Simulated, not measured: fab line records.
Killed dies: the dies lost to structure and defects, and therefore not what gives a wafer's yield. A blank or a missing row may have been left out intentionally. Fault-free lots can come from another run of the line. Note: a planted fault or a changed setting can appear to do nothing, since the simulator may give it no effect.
fab line records	flow sky130
[record] lots = 11	wafers = 33	lastDay = 50
route steps=708 shown VIA2@531 METAL3@566 METAL4@631 METAL5@662 PAD_OPEN@708
lots that met no fault: taken from a fault-free run of the same line
startH: the number of hours between the record's first day and the start of the first shown wafer of the lot	waitH: time in hours since the lot's previous step	" as in the row above	L1.1+2: a row that stands for several wafers	- no value present, or no start provided	* or withheld: withheld	< > ~ a bound
route shown NAME@n: names a module that has steps shown in the file, with the first one's number in the route	usual: the fault-free wafers' mean and standard deviation	same: alike in all rows	chamber/n: place in a boat	sites: per-site readings	_std_site: the values' standard deviation	_edge_site: mean of outer sites minus mean of inner sites	radiusMm: how far each site lies from the wafer's centre	mask NAME#n: copy n	behind: the tool/chamber that last shaped the wafer	hold: what put the lot on hold/how long, in hours/how the hold closed	device: the transistor (n, p or np) that didn't switch	end of line: the route-end tests of the same wafers	for a step that has no rows: nothing shown but its recipe	killed: dies lost to structure and defects at the first sort, not the wafer's yield	map: dies across one wafer; x = killed, . = not, _ = none there
set.NAME: the run value of the setting; set.NAME@STEP: its run value at that earlier step	model.NAME: the simulator's own value behind a step, which no gauge read
one table for each step of the route and one row for each wafer, over a sample of lots
services: a tool's chamber out of use, with start hour (startH, from the record's first day; less than 0 if before it), hours out, and reason
[[steps]]
[step SKY_VIA2_CMP_24]
[recipe] stopOn = SiO2	tOverpolishS = 20	downForcePsi = 3.5	platenRpm = 60	targetThkNm = 0	padVelocityMS = 0.94248
[usual] motorCurrentA = 10.5/0.86	overpolishRunS = 20.000/0.009	platenRpm = 60.00/0.049	timeToEndpointS = 102/3.6
lot.wafer	tool	chamber	startH	waitH	motorCurrentA	overpolishRunS	platenRpm	timeToEndpointS
L286.4	cmp-02	2	851.03	0.1	11.3	20.001	60.08	101
L286.2	"	3	"	"	10.3	19.999	60.02	95
L286.1	"	0	"	"	11.0	19.999	60.06	98
L287.2	cmp-02	3	855.96	0.1	10.7	19.995	60.03	99
L287.3	"	0	"	"	11.1	19.997	60.02	101
L287.4	"	1	"	"	10.2	20.017	59.94	99
L289.1	cmp-01	1	892.18	0.1	10.1	19.993	60.01	111
L289.3	"	2	"	"	9.8	20.011	60.03	108
L289.6	"	1	"	"	9.9	20.000	60.02	104
L291.3	cmp-01	0	907.91	0.1	11.2	20.009	60.04	103
L291.5	"	3	"	"	8.9	20.004	59.96	103
L291.6	"	0	"	"	11.9	19.984	60.05	103
L292.4	cmp-01	2	916.95	0.1	11.5	19.983	60.05	102
L292.5	"	0	"	"	11.8	19.987	60.01	100
L292.6	"	1	"	"	9.8	19.994	59.97	105
L298.3	cmp-02	2	946.33	0.1	11.2	20.000	59.96	100
L298.5	"	0	"	"	10.5	19.998	60.12	99
L298.6	"	1	"	"	10.4	19.997	60.01	102
L302.2	cmp-02	1	974.76	0.1	11.2	19.994	59.99	99
L302.4	"	2	"	"	10.4	20.018	59.98	100
L302.5	"	0	"	"	11.0	19.994	60.02	98
L306.1	cmp-01	2	997.60	0.1	11.1	20.016	59.98	99
L306.6	"	2	"	"	10.1	20.006	59.95	101
L306.5	"	3	"	"	8.8	19.999	59.99	103
L307.1	cmp-02	2	1009.20	0.1	11.3	19.992	60.02	105
L307.3	"	1	"	"	11.2	19.994	59.98	104
L307.6	"	3	"	"	9.8	20.000	60.01	100
L308.1	cmp-01	1	1009.95	0.1	9.9	19.990	59.96	103
L308.6	"	0	"	"	12.1	19.990	59.94	98
L308.5	"	1	"	"	9.6	19.995	60.00	106
L309.2	cmp-02	1	1011.32	0.1	10.5	19.985	59.95	101
L309.5	"	3	"	"	10.8	20.003	59.96	106
L309.6	"	0	"	"	10.8	19.999	59.95	102
[step SKY_METAL3_ETCH_16]
[recipe] chemistry = N2/H2	target = BARC	ionEnergyEv = 200	biasW = 100	pressureMtorr = 30	n2FlowSccm = 100	h2FlowSccm = 200	icpW = 500	stopOn = SiO2	timeS = 88.2	targetDepthA = 600
[usual] drypumpMotorCurrentA = 5.6/0.56	oesProductAu = 0.625/0.0043	throttleValvePct = 13.205/0.0085
[same] timeS = 88.2
lot.wafer	tool	chamber	startH	waitH	drypumpMotorCurrentA	oesProductAu	rfHoursCounterH	throttleValvePct
L286.1	rieMetal-04	0	903.95	0.0	5.8	0.634	12	13.198
L286.2	"	1	"	"	5.1	0.627	16	13.211
L286.4	"	0	"	"	5.8	0.614	-	13.204
L287.2	rieMetal-03	0	908.40	0.0	6.1	0.627	2	13.195
L287.3	"	0	"	"	6.1	0.623	-	13.211
L287.4	"	1	"	"	5.2	0.628	-	13.218
L289.1	rieMetal-04	0	943.57	0.0	5.7	0.624	15	13.192
L289.3	"	1	"	"	5.1	0.622	-	13.204
L289.6	"	0	"	"	5.7	0.618	-	13.199
L291.3	rieMetal-03	1	958.02	0.0	5.1	0.620	-	13.204
L291.5	"	0	"	"	6.1	0.627	-	13.198
L291.6	"	1	"	"	5.1	0.625	-	13.218
L292.4	rieMetal-02	1	967.17	0.0	5.0	0.626	-	13.195
L292.5	"	0	"	"	6.8	0.626	-	13.193
L292.6	"	1	"	"	5.1	0.627	-	13.199
L298.3	rieMetal-03	1	995.15	0.0	5.1	0.627	-	13.208
L298.5	"	1	"	"	5.1	0.625	-	13.194
L298.6	"	0	"	"	6.1	0.620	-	13.217
L302.2	rieMetal-02	1	1022.07	0.0	5.1	0.631	7	13.204
L302.4	"	1	"	"	5.1	0.620	-	13.204
L302.5	"	1	"	"	5.1	0.636	-	13.215
L306.1	rieMetal-03	0	1043.94	0.0	6.1	0.628	9	13.191
L306.5	"	0	"	"	6.1	0.632	-	13.213
L306.6	"	1	"	"	5.1	0.621	-	13.185
L307.1	rieMetal-04	1	1055.52	0.0	5.1	0.629	6	13.218
L307.3	"	0	"	"	5.7	0.624	-	13.217
L307.6	"	0	"	"	5.8	0.629	-	13.220
L308.1	rieMetal-04	1	1057.27	0.0	5.1	0.625	6	13.205
L308.5	"	0	"	"	5.7	0.632	-	13.205
L308.6	"	1	"	"	5.1	0.623	-	13.201
L309.2	rieMetal-03	0	1057.62	0.0	6.0	0.620	10	13.197
L309.5	"	1	"	"	5.2	0.630	-	13.202
L309.6	"	0	"	"	6.0	0.631	-	13.198
[step SKY_METAL4_DESCUM_15]
[recipe] chemistry = O2	sourcePowerW = 150	biasPowerW = 0	pressureMtorr = 10	tempC = 40	timeS = 8
[usual] drypumpMotorCurrentA = 5.5/0.74	oesProductAu = 1.000/0.009	tempC = 40.05/0.11
[same] timeS = 8
lot.wafer	tool	chamber	startH	waitH	drypumpMotorCurrentA	oesProductAu	rfHoursCounterH	tempC
L286.1	rieMetal-02	1	979.89	0.0	5.1	1.004	4	40.02
L286.2	"	0	"	"	6.8	0.992	17	40.02
L286.4	"	1	"	"	5.1	1.001	-	40.08
L287.2	rieMetal-02	0	985.14	0.0	6.8	1.000	17	40.03
L287.3	"	0	"	"	6.8	0.991	-	39.96
L287.4	"	1	"	"	5.1	1.001	-	40.17
L289.1	rieMetal-02	0	1018.27	0.0	6.8	1.000	19	40.05
L289.3	"	0	"	"	6.8	0.998	-	40.14
L289.6	"	0	"	"	6.8	0.997	-	40.27
L291.3	rieMetal-03	0	1031.83	0.0	6.1	0.993	-	39.75
L291.5	"	1	"	"	5.2	1.000	-	40.11
L291.6	"	0	"	"	6.0	0.995	-	39.99
L292.4	rieMetal-02	0	1040.13	0.0	6.7	0.996	-	40.11
L292.5	"	0	"	"	6.8	0.990	-	40.14
L292.6	"	1	"	"	5.0	1.002	-	39.89
L298.3	rieMetal-01	1	1066.80	0.0	4.7	1.012	-	40.17
L298.5	"	0	"	"	5.0	0.998	-	40.13
L298.6	"	1	"	"	4.7	1.021	-	40.13
L302.2	rieMetal-03	1	1091.02	0.0	5.2	0.990	16	40.16
L302.4	"	1	"	"	5.2	0.993	-	39.94
L302.5	"	1	"	"	5.2	0.995	-	40.07
L306.1	rieMetal-01	0	1110.29	0.0	5.0	1.006	12	40.04
L306.5	"	1	"	"	4.7	1.013	-	40.04
L306.6	"	0	"	"	5.0	1.005	-	40.12
L307.1	rieMetal-03	1	1121.87	0.0	5.2	0.989	18	40.03
L307.3	"	0	"	"	6.1	0.993	-	40.01
L307.6	"	1	"	"	5.2	0.997	-	40.04
L308.1	rieMetal-03	1	1122.87	0.0	5.2	0.988	18	40.21
L308.5	"	1	"	"	5.2	0.985	-	40.23
L308.6	"	0	"	"	6.1	0.998	-	40.03
L309.2	rieMetal-01	1	1123.22	0.0	4.7	1.010	25	40.03
L309.5	"	1	"	"	4.7	1.013	-	40.08
L309.6	"	0	"	"	5.0	0.999	-	39.90
[step SKY_METAL5_SPUTTER_01]
[recipe] material = TiN	targetThkNm = 20	powerW = 6500	timeS = 16.7	chamberPressurePa = 0.4
[usual] cathodeDcPowerW = 6500.1/1.1	throttleValvePct = 30.5/0.6
[same] timeS = 16.7
lot.wafer	tool	chamber	startH	waitH	cathodeDcPowerW	throttleValvePct
L286.1	pvdSputter-03	-	1005.55	0.0	6499.4	31.4
L286.2	"	-	"	"	6497.5	31.2
L286.4	"	-	"	"	6499.0	31.0
L287.2	pvdSputter-01	-	1010.37	0.0	6502.1	30.1
L287.3	"	-	"	"	6500.9	30.4
L287.4	"	-	"	"	6499.3	30.3
L289.1	pvdSputter-03	-	1043.42	0.0	6499.7	30.0
L289.3	"	-	"	"	6499.8	31.2
L289.6	"	-	"	"	6500.6	30.0
L291.3	pvdSputter-03	-	1057.05	0.0	6501.1	31.2
L291.5	"	-	"	"	6501.4	31.2
L291.6	"	-	"	"	6501.8	31.2
L292.4	pvdSputter-03	-	1065.05	0.0	6501.2	31.3
L292.5	"	-	"	"	6498.4	31.4
L292.6	"	-	"	"	6501.0	30.0
L298.3	pvdSputter-03	-	1090.18	0.0	6500.0	31.4
L298.5	"	-	"	"	6500.2	30.4
L298.6	"	-	"	"	6500.8	29.8
L302.2	pvdSputter-03	-	1113.82	0.0	5237.2	31.5
L302.4	"	-	"	"	5239.2	31.4
L302.5	"	-	"	"	5239.0	31.6
L306.1	pvdSputter-04	-	1133.28	0.0	6500.7	29.9
L306.5	"	-	"	"	6500.8	31.2
L306.6	"	-	"	"	6500.2	30.1
L307.1	pvdSputter-01	-	1144.30	0.0	6501.4	30.0
L307.3	"	-	"	"	6498.6	29.8
L307.6	"	-	"	"	6500.0	30.6
L308.1	pvdSputter-03	-	1145.13	0.0	5236.2	31.4
L308.5	"	-	"	"	5238.6	31.1
L308.6	"	-	"	"	5240.1	31.2
L309.2	pvdSputter-04	-	1145.40	0.0	6498.9	30.0
L309.5	"	-	"	"	6500.3	30.0
L309.6	"	-	"	"	6501.6	29.6
[step SKY_PAD_OPEN_PROBE_99]
[usual] defectLimitedYield = 82.6/1.9	killed_at_M0_to_M3 = 43/6.9	killed_at_M4_up = 3.0/1.8	killedAtContacts = 24/4.8	killedAtFrontEnd = 15/4.5	killedAtOther = 0.4/0.67	killedDies = 86/9.2	killedOpen = 46/6.9	killedShort = 39/6	sort_bin_3_pad_short = 0.8/0.39	sort_bin_5_function = 10.2/1.3	sort_bin_6_memory = 6.3/1.2	sortNPass = 406/9.2	sortYieldPct = 82.6/1.9
[same] grossDies = 492	killedAtBackSide = 0	sort_bin_4_leakage[%] = 0	sort_bin_8_speed[%] = 0
lot.wafer	tool	chamber	startH	waitH	defectLimitedYield[%]	killed_at_M0_to_M3	killed_at_M4_up	killedAtContacts	killedAtFrontEnd	killedAtOther	killedDies	killedOpen	killedShort	sort_bin_3_pad_short[%]	sort_bin_5_function[%]	sort_bin_6_memory[%]	sortNPass	sortYieldPct[%]
L289.1	prober-01	-	1109.72	0.1	84.1	40	3	21	14	0	78	40	38	0.8	8.9	6.1	414	84.1
L289.3	prober-01	-	1109.82	0.2	82.1	52	4	19	13	0	88	50	38	1.6	11.6	4.7	404	82.1
L289.6	prober-01	-	1109.97	0.2	81.1	52	3	25	12	1	93	52	41	1.2	10.8	6.9	399	81.1
L291.3	prober-01	-	1122.32	0.2	83.1	42	3	23	15	0	83	47	36	0.6	10.8	5.5	409	83.1
L291.5	prober-01	-	1122.42	0.2	82.9	50	2	26	6	0	84	44	40	0.8	10.4	5.9	408	82.9
L291.6	prober-01	-	1122.47	0.2	81.9	49	3	20	16	1	89	45	43	1.2	12.8	4.1	403	81.9
L302.2	prober-01	-	1174.52	0.1	84.1	36	1	28	12	1	78	43	34	1.0	9.1	5.7	414	84.1
L302.4	prober-01	-	1174.62	0.2	82.3	44	2	22	19	0	87	45	42	1.0	10.6	6.1	405	82.3
L302.5	prober-01	-	1174.67	0.2	82.1	46	1	26	13	2	88	52	36	1.0	11.0	5.9	404	82.1
L306.1	prober-01	-	1189.91	0.1	82.3	45	2	27	13	0	87	48	38	0.2	8.9	8.5	405	82.3
L306.5	prober-01	-	1190.11	0.2	83.5	47	1	22	10	1	81	32	49	0.8	9.6	6.1	411	83.5
L306.6	prober-01	-	1190.16	0.2	80.9	45	3	26	20	0	94	47	47	1.6	12.6	4.9	398	80.9
L307.1	prober-02	-	1198.34	0.1	81.3	43	3	31	14	1	92	45	45	1.0	11.8	5.9	400	81.3
L307.3	prober-02	-	1198.44	0.2	86.4	31	2	22	11	1	67	33	33	0.6	7.3	5.7	425	86.4
L307.6	prober-02	-	1198.59	0.2	83.5	43	3	21	14	0	81	42	37	1.0	10.8	4.7	411	83.5
// killed by level:class
L289.1 CONTACT:geometricParticle:open=11 FIELD_ISO:geometricParticle:open=7 VIA1:geometricParticle:open=7 VIA3:geometricParticle:open=5 METAL1:geometricParticle:short=5 CONTACT:geometricParticle:short=5 FIELD_ISO:geometricParticle:short=4 METAL2:geometricParticle:short=4
L289.3 VIA1:geometricParticle:open=11 VIA3:geometricParticle:open=9 LI_CONTACT:geometricParticle:open=8 VIA2:geometricParticle:open=7 CONTACT:geometricParticle:open=6 VIA2:geometricParticle:short=6 FIELD_ISO:geometricParticle:short=5 POLY_GATE:geometricParticle:open=5
L289.6 VIA1:geometricParticle:open=20 LI_CONTACT:geometricParticle:open=11 METAL2:geometricParticle:short=8 CONTACT:geometricParticle:short=6 CONTACT:geometricParticle:open=6 FIELD_ISO:geometricParticle:short=5 VIA1:geometricParticle:short=5 METAL3:geometricParticle:short=4
L291.3 VIA1:geometricParticle:open=10 VIA2:geometricParticle:open=9 CONTACT:geometricParticle:open=7 LI_CONTACT:geometricParticle:open=6 METAL1:geometricParticle:short=6 LOCAL_INTERCONNECT:geometricParticle:short=5 FIELD_ISO:geometricParticle:short=4 FIELD_ISO:geometricParticle:open=4
L291.5 VIA1:geometricParticle:open=9 CONTACT:geometricParticle:open=8 VIA3:geometricParticle:open=8 METAL2:geometricParticle:short=7 LOCAL_INTERCONNECT:geometricParticle:short=7 METAL1:geometricParticle:short=6 CONTACT:geometricParticle:short=5 VIA2:geometricParticle:open=5
L291.6 VIA1:geometricParticle:open=11 METAL2:geometricParticle:short=10 VIA3:geometricParticle:open=8 CONTACT:geometricParticle:open=6 VIA2:geometricParticle:open=6 FIELD_ISO:geometricParticle:short=5 VIA1:geometricParticle:short=5 LOCAL_INTERCONNECT:geometricParticle:short=4
L302.2 CONTACT:geometricParticle:open=14 VIA2:geometricParticle:open=7 VIA1:geometricParticle:open=7 LOCAL_INTERCONNECT:geometricParticle:short=6 METAL2:geometricParticle:short=6 LI_CONTACT:geometricParticle:open=5 VIA1:geometricParticle:short=5 METAL1:geometricParticle:short=4
L302.4 METAL1:geometricParticle:short=9 VIA1:geometricParticle:open=8 VIA2:geometricParticle:open=7 LI_CONTACT:geometricParticle:open=6 VIA3:geometricParticle:open=6 CONTACT:geometricParticle:short=5 CONTACT:geometricParticle:open=5 POLY_GATE:geometricParticle:open=4
L302.5 VIA1:geometricParticle:open=13 LI_CONTACT:geometricParticle:open=11 METAL2:geometricParticle:short=9 CONTACT:geometricParticle:open=6 VIA2:geometricParticle:open=6 METAL2:geometricParticle:open=5 FIELD_ISO:geometricParticle:short=4 LI_CONTACT:geometricParticle:short=4
L306.1 VIA1:geometricParticle:open=17 CONTACT:geometricParticle:open=12 VIA1:geometricParticle:short=7 LI_CONTACT:geometricParticle:open=5 POLY_GATE:geometricParticle:open=4 POLY_GATE:geometricParticle:short=4 LOCAL_INTERCONNECT:geometricParticle:short=4 METAL1:geometricParticle:short=4
L306.5 VIA1:geometricParticle:open=13 METAL2:geometricParticle:short=10 CONTACT:geometricParticle:short=8 FIELD_ISO:geometricParticle:short=6 CONTACT:geometricParticle:open=6 LOCAL_INTERCONNECT:geometricParticle:short=5 VIA3:geometricParticle:open=5 VIA1:geometricParticle:short=4
L306.6 CONTACT:geometricParticle:open=11 VIA1:geometricParticle:open=10 POLY_GATE:geometricParticle:short=7 LI_CONTACT:geometricParticle:open=6 FIELD_ISO:geometricParticle:short=5 METAL2:geometricParticle:short=5 METAL1:geometricParticle:short=5 VIA1:geometricParticle:short=5
L307.1 VIA1:geometricParticle:short=8 LI_CONTACT:geometricParticle:open=8 LOCAL_INTERCONNECT:geometricParticle:short=7 CONTACT:geometricParticle:open=7 VIA1:geometricParticle:open=6 VIA2:geometricParticle:open=6 METAL2:geometricParticle:short=5 VIA3:geometricParticle:open=5
L307.3 VIA1:geometricParticle:open=10 CONTACT:geometricParticle:open=8 FIELD_ISO:geometricParticle:short=6 VIA2:geometricParticle:short=5 LI_CONTACT:geometricParticle:open=4 METAL1:geometricParticle:short=4 LI_CONTACT:geometricParticle:short=3 LOCAL_INTERCONNECT:geometricParticle:short=3
L307.6 VIA1:geometricParticle:open=9 VIA2:geometricParticle:open=9 CONTACT:geometricParticle:open=7 CONTACT:geometricParticle:short=6 VIA1:geometricParticle:short=5 METAL2:geometricParticle:short=5 FIELD_ISO:geometricParticle:short=4 METAL1:geometricParticle:short=4
[[services]]
tool	chamber	startH	hours	kind
rieMetal-01	-	828.85	0.3	repair
pvdSputter-03	-	841.87	4.8	repair
cmp-01	-	844.10	3.7	repair
cmp-01	-	847.82	6.6	pm
cmp-02	-	862.36	2.9	pm
cmp-02	-	866.93	4.5	pm
rieMetal-04	-	887.94	1.4	pm
cmp-02	-	912.00	4.0	pm
cmp-01	-	920.27	1.8	repair
cmp-02	-	924.68	0.9	repair
cmp-01	-	938.43	3.9	repair
cmp-02	-	943.38	2.7	repair
cmp-01	-	966.86	0.6	repair
cmp-01	-	977.91	1.9	repair
rieMetal-04	0	978.12	3.9	repair
cmp-02	-	978.58	4.5	repair
rieMetal-01	-	997.18	0.3	repair
cmp-02	-	999.97	1.1	repair
rieMetal-04	1	1013.16	6.1	repair
cmp-01	-	1019.77	1.4	repair
cmp-01	-	1048.94	4.9	pm
cmp-01	-	1068.51	13.0	pm
cmp-01	-	1084.13	4.0	pm
pvdSputter-03	-	1106.45	4.1	repair
[[key]]
[firstSign] step = SKY_METAL5_SPUTTER_01	reading = cathodeDcPowerW	direction = down	sigmas = 99+	usual = 6500.1	struck = 5238.4
effect none on later readings
metAt SKY_METAL5_SPUTTER_01
struckLots L302,L308
notActingAt SKY_VIA2_CMP_24,SKY_METAL3_ETCH_16,SKY_METAL4_DESCUM_15
onsetBetween 1090.18 1113.82
[fault] kind = processParameterDrift	tool = pvdSputter-03	chamber = -	onsetH = 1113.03	steps = SKY_METAL5_SPUTTER_01	channel = powerW	offset = *	shape = step	endH = 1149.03	actsIn = *	stated = *
